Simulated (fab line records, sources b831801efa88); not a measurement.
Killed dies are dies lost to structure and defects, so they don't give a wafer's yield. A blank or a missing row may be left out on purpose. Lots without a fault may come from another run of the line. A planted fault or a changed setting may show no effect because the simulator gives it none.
One fault seen from 2 desks | flow gf180mcu | each desk has only its own numbers; what lay behind them comes last

THE METROLOGY DESK
What the gauges read, lot by lot, whatever tool the lot ran on: means of the sampled wafers that have a number. A lot is out of limits, marked OUT, if its mean lies more than 4 standard deviations from the usual mean; the brackets give that distance.
Columns: A = V3_OVL at GF_V3_OVL_MEAS_15, usual 1 nm; B = V3_W_RS at GF_V3_RS_MEAS_24, usual 0.332 ohm/sq; C = V3_W_THK at GF_V3_THK_MEAS_25, usual 347 nm
lot  | first seen here | A  | B     | C
L939 | day 22 01:25    | -1 | 0.332 | 343
L947 | day 26 00:34    | -2 | 0.328 | 355
L950 | day 27 00:01    | 2  | 0.335 | 340
L952 | day 27 04:49    | 2  | 0.329 | 346
L954 | day 27 18:11    | -2 | 0.335 | 344
L960 | day 29 07:34    | 0  | 0.334 | 345
This desk's finding: nothing out of limits on any of the 6 lots.

THE TOOL OWNER'S DESK: pvd_sputter-04
The tool's own readings at GF_M4_SPUTTER_00 (material Ti, target thk 37.5 nm, time 150 s): means of the sampled wafers that have a number, for each lot that ran on this tool. A lot is out of limits, marked OUT, if its mean lies more than 4 standard deviations from the usual mean; the brackets give that distance.
Columns: A = throttle_valve_pct at GF_M4_SPUTTER_00, usual 30.3 %
lot  | first seen here | A
L939 | day 22 02:53    | 31.5
L947 | day 26 01:58    | 30.0
L950 | day 27 01:27    | 30.0
This desk's finding: nothing out of limits on any of the 3 lots.

PUT TOGETHER
The metrology desk saw nothing out of limits.
The tool owner's desk saw nothing out of limits.

WHAT THE SIMULATOR HAD PUT IN
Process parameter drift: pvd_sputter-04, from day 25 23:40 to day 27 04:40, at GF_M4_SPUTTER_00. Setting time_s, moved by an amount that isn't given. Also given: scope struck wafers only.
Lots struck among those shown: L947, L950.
